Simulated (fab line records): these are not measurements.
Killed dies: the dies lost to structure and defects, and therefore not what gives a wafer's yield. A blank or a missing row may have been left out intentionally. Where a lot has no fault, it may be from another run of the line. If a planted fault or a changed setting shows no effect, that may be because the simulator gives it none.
Problem report in the 8D (eight disciplines) form, filled by code :: flow sky130 :: the parts of the form that need people (team, actions taken, sign-off) are left out

## 1. THE PROBLEM
Mean of oesProductAu at SKY_VIA2_ETCH_14: 0.974 a.u. across 4 wafers in 3 lots; on wafers with no fault it is 0.855 a.u. (standard deviation 0.0052). That is +23 standard deviations from the usual mean.
The step: etches BARC in N2/H2, stops on SiO2, time 45.9 s, target depth 60 nm.
Earliest sighting: wafer L580.5 on rieDiel-03 at day 41 01:35. At this step, 18 wafers from 7 lots have a number in the record. Rule for "out" (also "out of limits"): further than 4 standard deviations from the usual mean. All remaining wafers that have a number are taken as sound.

## 2. WHAT THIS IS AND IS NOT
question: which readings at this step
is: oesProductAu, runLengthS
is not: chamberPressureMTorr, drypumpMotorCurrentA, h2FlowSccm

question: which lots
is: L580, L581, L582
is not: L572, L573, L591, L592

question: which wafers of those lots
is: L580.5, L580.6, L581.5, L582.6
is not: L581.2, L582.3

question: read on which tools
is: rieDiel-03
is not: rieDiel-01, rieDiel-04

question: when
is: from day 41 01:35
is not: up to then (6 sound wafers); but 8 sound wafers of L581, L582, L591, L592 came after

## 3. WHAT RULES OUT EACH SUSPECT
Counting: any tool at a process step up to the reading remains a suspect provided it ran every lot that is out. Sound lots after the first of them don't rule it out here, since some wafers of a struck lot are sound.
- rieDiel-03 at SKY_VIA2_ETCH_14 (etches BARC in N2/H2, stops on SiO2, time 45.9 s, target depth 60 nm): kept. Ran every lot that is out, first one L580 (day 41 01:35); last sound lot up to then L572 (day 38 06:34). On those wafers its own readings are out: oesProductAu, runLengthS.
The count leaves rieDiel-03 at SKY_VIA2_ETCH_14.

## 4. THE CAUSE (what the simulator had put in)
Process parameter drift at SKY_VIA2_ETCH_14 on rieDiel-03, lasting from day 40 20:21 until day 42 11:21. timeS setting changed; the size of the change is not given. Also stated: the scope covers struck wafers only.
Counting left only this tool.

## 5. THE CHAIN OF EFFECTS, in route order
Each row: a reading where the mean over the struck wafers with a number is more than 3 standard deviations away from the usual. Readings are gone through only where the record gives a usual standard deviation; hours: the median, over the lots, of the time from a lot's start at the first step in this table giving one to that lot's start at this step; sigmas: the change measured in usual standard deviations.
hours: 0
step: SKY_VIA2_ETCH_14
reading: oesProductAu
usual: 0.855 a.u.
on struck wafers: 0.974
change: +0.119
sigmas: +23

hours: 0
step: SKY_VIA2_ETCH_14
reading: runLengthS
usual: 74.1 s
on struck wafers: 68.3
change: -5.8
sigmas: -14
It contains these process steps:
- SKY_VIA2_ETCH_14: etches BARC in N2/H2, stops on SiO2, time 45.9 s, target depth 60 nm.

## 6. HOW IT WOULD HAVE BEEN CAUGHT EARLIER
First out-of-limits reading in this record: day 41 01:35, which is 5 hours after fault onset at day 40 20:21.
